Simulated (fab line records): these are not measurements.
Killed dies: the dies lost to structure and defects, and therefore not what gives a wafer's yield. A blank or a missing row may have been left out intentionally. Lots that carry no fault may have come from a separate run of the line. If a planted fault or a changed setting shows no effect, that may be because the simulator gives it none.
A struck lot beside a sound one + flow sky130 + 15 steps out of a route of 708
Sound: the wafers L334.2, L334.3, L334.6. Struck: wafers L348.1, L348.4. (L348.5 of the same lot was not struck and is left out.) The cause comes at the end.
For every step that has rows: the tool of each side, followed by ch and its chambers, followed by its first start. Under that, the readings that differ: sound wafers + struck wafers + difference of the means + sigmas: that difference in standard deviations of wafers without a fault.
alike: same words and numbers on both sides, and readings whose means sit less than 2 such deviations apart. not compared: any withheld reading, any reading some wafer has no value for, any bound like >300 that may hide the same value, and any number with overlapping values for which the record gives no deviation.
Wherever a step has rows on one side only, a row that says differs or no value, or a row with sigmas, the two part there. Non-overlapping numbers with no deviation appear without sigmas and do not part them. A reading missing from all wafers of one side parts the sides only when that side holds two or more wafers.

SKY_SPACER_ETCHBACK_02: etches Si3N4 in CH3F/O2, stops on SiO2, time 46.7 s, target depth 45 nm.
  sound on rie diel-01 ch 0,3, day 23 23:35; struck on rie diel-04 ch 1,3, day 29 01:21
  alike: drypump motor current A, oes product au, throttle valve pct
  not compared: rf hours counter h
then, 8 steps without rows for these wafers: SKY_POLY_CUT_DEHYDRATE_00 (time 60 s); SKY_POLY_CUT_HMDS_01 (prime time 60 s); SKY_POLY_CUT_COAT_02 (resist thk 60 nm); SKY_POLY_CUT_COAT_03 (resist thk 450 nm); SKY_POLY_CUT_SOFTBAKE_04 (time 90 s); SKY_POLY_CUT_EXPOSE_05 (exposes mask NPCM, target cd 270 nm); SKY_POLY_CUT_PEB_06; SKY_POLY_CUT_DEVELOP_07 (develop time 60 s).
SKY_POLY_CUT_CD_MEAS_08: target cd 270 nm.
  sound on cd sem-01 at day 25 05:53; struck on cd sem-02 at day 30 05:08
  alike: cd nm
SKY_POLY_CUT_OVL_MEAS_09:
  sound on overlay-01 at day 25 05:59; struck on overlay-01 at day 30 05:16
  alike: POLY_CUT_OVL
SKY_POLY_CUT_ETCH_10: etches BARC in N2/H2, stops on SiO2, time 45.9 s, target depth 60 nm.
  sound on rie diel-03 ch 1,3, day 25 06:01; struck on rie diel-03 ch 1,3, day 30 05:17
  alike: drypump motor current A, oes product au, run length s, throttle valve pct
  not compared: rf hours counter h
SKY_POLY_CUT_ETCH_11: etches Si3N4 in CF4/CH2F2/Ar, stops on poly-Si, time 42.5 s, target depth 60 nm.
  sound on rie diel-03 ch 1,3, day 25 06:04; struck on rie diel-03 ch 1,3, day 30 05:20
| reading                              | sound             | struck      | difference | sigmas |
|--------------------------------------|-------------------|-------------|------------|--------|
| oes product au (a.u.)                | 0.830 0.831 0.828 | 0.808 0.813 | -0.019     | -3     |
| run length s (s)                     | 70.0 70.4 70.5    | 73.0 73.8   | +3.1       | +6     |
| model.POLY_CUT.feature depth nm (nm) | 61.75 62.25 61.94 | 64.42 64.84 | +2.65      |        |
  alike: ch2f2 flow sccm, drypump motor current A, throttle valve pct
  not compared: rf hours counter h, model.poly-Si_of_POLY_GATE_CVD_00.thk nm
SKY_POLY_CUT_STRIP_12: strips in O2/N2.
  sound on plasma asher-01 ch 0,1, day 25 06:06; struck on plasma asher-03 ch 0,1, day 30 05:23
  alike: drypump motor current A, oes product au, strip time to endpoint s
  not compared: rf hours counter h
-- record jumps: 20 days separate the struck wafers' starts on either side; left off in module POLY_CUT, taken up again in module PAD_OPEN, whose first shown step is the route's number 708 --
SKY_PAD_OPEN_PROBE_99:
  record: rows for the struck wafers here (prober-01, day 49 18:27), none for the sound ones

== WHERE THEY PART ==
At SKY_POLY_CUT_ETCH_11 first; at SKY_PAD_OPEN_PROBE_99 last (within this record only).

WHY: what had been put in by the simulator
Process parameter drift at SKY_POLY_CUT_ETCH_11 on rie diel-03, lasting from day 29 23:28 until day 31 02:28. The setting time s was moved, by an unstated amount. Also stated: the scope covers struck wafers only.
